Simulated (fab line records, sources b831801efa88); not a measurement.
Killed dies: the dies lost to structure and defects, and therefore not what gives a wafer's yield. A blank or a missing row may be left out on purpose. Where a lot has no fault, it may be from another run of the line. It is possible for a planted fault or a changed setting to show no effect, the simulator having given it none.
The tool behind it: which one?	flow sfqLine	43 wafers from 15 lots sampled at 2 of the route's 325 steps

WHAT THE GAUGES READ, wafer by wafer
SFQ_JJ_RS_MEAS_929: the measuring method here is four-point-probe.
lot	measured	on	JJ_NB_RS (ohm/sq)
L706	day 38 19:10	filmMetro-04	1.046 1.057 1.039
L707	day 39 06:43	filmMetro-04	1.038 1.045 1.045
L708	day 39 16:46	filmMetro-04	1.044 1.058 1.054
L709	day 39 21:32	filmMetro-03	1.034 1.038 1.050
L710	day 39 23:53	filmMetro-03	1.038 1.060 1.029
L711	day 44 17:04	filmMetro-03	1.051 1.056 1.051
L712	day 46 12:23	filmMetro-03	1.043 1.046 1.056
L714	day 48 05:06	filmMetro-04	1.060 1.045 1.059
L715	day 54 13:41	filmMetro-04	1.048 1.046 1.050
L716	day 54 14:52	filmMetro-04	1.020 1.026 1.042
L717	day 54 16:04	filmMetro-03	1.047 1.033 1.046
L718	day 54 17:19	filmMetro-04	1.058 1.042 1.038
L721	day 54 22:04	filmMetro-03	1.043 1.063
L724	day 55 04:12	filmMetro-03	1.054 1.034
L725	day 55 06:55	filmMetro-04	1.046 1.049 1.031

EACH LOT AND THE TOOL THAT RAN IT (in order: tool; ch and the chambers of the sampled wafers; start)
lot	SFQ_TRILAYER_JJ_TRILAYER_DEP_SPUTTER_112
L706	pvdSputter-04, day 38 19:05
L707	pvdSputter-05, day 39 06:37
L708	pvdSputter-05, day 39 16:38
L709	pvdSputter-05, day 39 21:25
L710	pvdSputter-06, day 39 23:49
L711	pvdSputter-04, day 44 16:59
L712	pvdSputter-06, day 46 12:18
L714	pvdSputter-05, day 48 05:01
L715	pvdSputter-05, day 54 13:35
L716	pvdSputter-04, day 54 14:47
L717	pvdSputter-06, day 54 15:59
L718	pvdSputter-05, day 54 17:11
L721	pvdSputter-05, day 54 21:59
L724	pvdSputter-05, day 55 04:07
L725	pvdSputter-04, day 55 06:50
- SFQ_TRILAYER_JJ_TRILAYER_DEP_SPUTTER_112: material Nb, target thk 170 nm, time 113.3 s.

AS READ BY THE TOOLS THEMSELVES (means over the sampled wafers that have a number; for cases with no such wafer, the mark the record gives instead)
SFQ_TRILAYER_JJ_TRILAYER_DEP_SPUTTER_112.
lot	tool	throttleValvePct (%)
L706	pvdSputter-04	30.8
L707	pvdSputter-05	31.0
L708	pvdSputter-05	29.7
L709	pvdSputter-05	30.9
L710	pvdSputter-06	28.9
L711	pvdSputter-04	31.2
L712	pvdSputter-06	29.5
L714	pvdSputter-05	30.5
L715	pvdSputter-05	30.4
L716	pvdSputter-04	31.4
L717	pvdSputter-06	29.5
L718	pvdSputter-05	30.7
L721	pvdSputter-05	31.4
L724	pvdSputter-05	30.1
L725	pvdSputter-04	30.9

THE ANSWER, worked out from the rows above alone
Rule: the lots themselves supply what counts as usual. Put in order of their means at a reading, lots are off if they are a third of the lots or fewer, leave a main group of 4 or more, and stand apart from it by a gap of 3 or more times the standard deviation of the main group's means; of several such gaps the widest counts. Not used: any main group whose means are identical at the precision the tables above print for the reading. Also off: a lot with no number at a reading for which 4 or more lots have one. All remaining lots with rows at the step are treated as sound. Order of review: gauges by route order, followed by the tools' own readings, for which a lot's mean as printed above is used. At the first step where some lot is off, the reading lying furthest off is the one used; lots without a number count as furthest.
None of the lots is off at any reading shown; this tells nothing.

WHAT THE SIMULATOR PUT IN
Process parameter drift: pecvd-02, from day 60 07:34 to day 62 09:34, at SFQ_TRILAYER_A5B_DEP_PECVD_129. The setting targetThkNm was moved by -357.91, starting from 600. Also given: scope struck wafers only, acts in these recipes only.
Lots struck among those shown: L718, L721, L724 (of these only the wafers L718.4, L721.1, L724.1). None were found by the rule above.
